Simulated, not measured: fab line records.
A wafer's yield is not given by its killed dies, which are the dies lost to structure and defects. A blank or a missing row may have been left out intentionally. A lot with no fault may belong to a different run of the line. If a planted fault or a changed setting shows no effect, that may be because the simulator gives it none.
Split-lot trial / flow sky130 / 5 lots, 27 wafers read, on a route of 708 steps

## SPLIT DETAILS
At SKY_FIELD_ISO_WET_ETCH_18 (etches Si3N4 in H3PO4, target depth 25 nm, time 286 s), the setting time_s was moved away from the recipe's 286 s on 24 of the 27 wafers read, by -21.8% to +27.7%. All remaining wafers had this setting at the recipe value.

The split's own step is where the reading is taken.

## THE READING
Si3N4_of_FIELD_ISO_CVD_03.thk_nm (the simulator's own value, which no gauge read), in nm, at SKY_FIELD_ISO_WET_ETCH_18 (etches Si3N4 in H3PO4, target depth 25 nm, time 286 s). The file does not state a usual value for it. The 3 wafers here that ran the recipe average 125.7 nm, standard deviation 0.74 nm.

wafer=L076.1; tool, chamber at the split=-, -; time_s as run, s=365.1; against the recipe=+27.7%; Si3N4_of_FIELD_ISO_CVD_03.thk_nm, nm=120.1; against lot-mates on the recipe=no lot-mate on the recipe
wafer=L076.2; tool, chamber at the split=-, -; time_s as run, s=365.1; against the recipe=+27.7%; Si3N4_of_FIELD_ISO_CVD_03.thk_nm, nm=121.7; against lot-mates on the recipe=no lot-mate on the recipe
wafer=L076.3; tool, chamber at the split=-, -; time_s as run, s=365.1; against the recipe=+27.7%; Si3N4_of_FIELD_ISO_CVD_03.thk_nm, nm=121; against lot-mates on the recipe=no lot-mate on the recipe
wafer=L076.4; tool, chamber at the split=-, -; time_s as run, s=365.1; against the recipe=+27.7%; Si3N4_of_FIELD_ISO_CVD_03.thk_nm, nm=120.5; against lot-mates on the recipe=no lot-mate on the recipe
wafer=L076.5; tool, chamber at the split=-, -; time_s as run, s=365.1; against the recipe=+27.7%; Si3N4_of_FIELD_ISO_CVD_03.thk_nm, nm=120.5; against lot-mates on the recipe=no lot-mate on the recipe
wafer=L076.6; tool, chamber at the split=-, -; time_s as run, s=365.1; against the recipe=+27.7%; Si3N4_of_FIELD_ISO_CVD_03.thk_nm, nm=120.3; against lot-mates on the recipe=no lot-mate on the recipe
wafer=L077.1; tool, chamber at the split=wet_bench-04, 0; time_s as run, s=286; against the recipe=recipe; Si3N4_of_FIELD_ISO_CVD_03.thk_nm, nm=125; against lot-mates on the recipe=-
wafer=L077.3; tool, chamber at the split=wet_bench-04, 0; time_s as run, s=286; against the recipe=recipe; Si3N4_of_FIELD_ISO_CVD_03.thk_nm, nm=125.3; against lot-mates on the recipe=-
wafer=L077.4; tool, chamber at the split=wet_bench-04, 0; time_s as run, s=286; against the recipe=recipe; Si3N4_of_FIELD_ISO_CVD_03.thk_nm, nm=126.7; against lot-mates on the recipe=-
wafer=L078.1; tool, chamber at the split=-, -; time_s as run, s=345.2; against the recipe=+20.7%; Si3N4_of_FIELD_ISO_CVD_03.thk_nm, nm=116.9; against lot-mates on the recipe=no lot-mate on the recipe
wafer=L078.5; tool, chamber at the split=-, -; time_s as run, s=345.2; against the recipe=+20.7%; Si3N4_of_FIELD_ISO_CVD_03.thk_nm, nm=116.9; against lot-mates on the recipe=no lot-mate on the recipe
wafer=L078.2; tool, chamber at the split=-, -; time_s as run, s=345.2; against the recipe=+20.7%; Si3N4_of_FIELD_ISO_CVD_03.thk_nm, nm=117.5; against lot-mates on the recipe=no lot-mate on the recipe
wafer=L078.3; tool, chamber at the split=-, -; time_s as run, s=345.2; against the recipe=+20.7%; Si3N4_of_FIELD_ISO_CVD_03.thk_nm, nm=116.6; against lot-mates on the recipe=no lot-mate on the recipe
wafer=L078.4; tool, chamber at the split=-, -; time_s as run, s=345.2; against the recipe=+20.7%; Si3N4_of_FIELD_ISO_CVD_03.thk_nm, nm=115; against lot-mates on the recipe=no lot-mate on the recipe
wafer=L078.6; tool, chamber at the split=-, -; time_s as run, s=345.2; against the recipe=+20.7%; Si3N4_of_FIELD_ISO_CVD_03.thk_nm, nm=117.4; against lot-mates on the recipe=no lot-mate on the recipe
wafer=L080.1; tool, chamber at the split=-, -; time_s as run, s=365.3; against the recipe=+27.7%; Si3N4_of_FIELD_ISO_CVD_03.thk_nm, nm=118.4; against lot-mates on the recipe=no lot-mate on the recipe
wafer=L080.2; tool, chamber at the split=-, -; time_s as run, s=365.3; against the recipe=+27.7%; Si3N4_of_FIELD_ISO_CVD_03.thk_nm, nm=119.9; against lot-mates on the recipe=no lot-mate on the recipe
wafer=L080.4; tool, chamber at the split=-, -; time_s as run, s=365.3; against the recipe=+27.7%; Si3N4_of_FIELD_ISO_CVD_03.thk_nm, nm=119.9; against lot-mates on the recipe=no lot-mate on the recipe
wafer=L080.3; tool, chamber at the split=-, -; time_s as run, s=365.3; against the recipe=+27.7%; Si3N4_of_FIELD_ISO_CVD_03.thk_nm, nm=119.5; against lot-mates on the recipe=no lot-mate on the recipe
wafer=L080.5; tool, chamber at the split=-, -; time_s as run, s=365.3; against the recipe=+27.7%; Si3N4_of_FIELD_ISO_CVD_03.thk_nm, nm=120; against lot-mates on the recipe=no lot-mate on the recipe
wafer=L080.6; tool, chamber at the split=-, -; time_s as run, s=365.3; against the recipe=+27.7%; Si3N4_of_FIELD_ISO_CVD_03.thk_nm, nm=119.2; against lot-mates on the recipe=no lot-mate on the recipe
wafer=L085.1; tool, chamber at the split=-, -; time_s as run, s=223.6; against the recipe=-21.8%; Si3N4_of_FIELD_ISO_CVD_03.thk_nm, nm=129.7; against lot-mates on the recipe=no lot-mate on the recipe
wafer=L085.2; tool, chamber at the split=-, -; time_s as run, s=223.6; against the recipe=-21.8%; Si3N4_of_FIELD_ISO_CVD_03.thk_nm, nm=130.7; against lot-mates on the recipe=no lot-mate on the recipe
wafer=L085.3; tool, chamber at the split=-, -; time_s as run, s=223.6; against the recipe=-21.8%; Si3N4_of_FIELD_ISO_CVD_03.thk_nm, nm=130.1; against lot-mates on the recipe=no lot-mate on the recipe
wafer=L085.5; tool, chamber at the split=-, -; time_s as run, s=223.6; against the recipe=-21.8%; Si3N4_of_FIELD_ISO_CVD_03.thk_nm, nm=130.1; against lot-mates on the recipe=no lot-mate on the recipe
wafer=L085.4; tool, chamber at the split=-, -; time_s as run, s=223.6; against the recipe=-21.8%; Si3N4_of_FIELD_ISO_CVD_03.thk_nm, nm=129.6; against lot-mates on the recipe=no lot-mate on the recipe
wafer=L085.6; tool, chamber at the split=-, -; time_s as run, s=223.6; against the recipe=-21.8%; Si3N4_of_FIELD_ISO_CVD_03.thk_nm, nm=131.1; against lot-mates on the recipe=no lot-mate on the recipe

FIT RESULTS
A straight line over all 27 wafers: Si3N4_of_FIELD_ISO_CVD_03.thk_nm changes by -0.228 nm for each +1% of time_s; r = -0.91; the points scatter about the line by 2.2 nm.
Too few moved wafers with a lot-mate on the recipe to fit a line net of each lot's own level.

## THE FILE'S OWN FIT
Si3N4_of_FIELD_ISO_CVD_03.thk_nm changes by -0.228 nm for each +1% of time_s, r = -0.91.
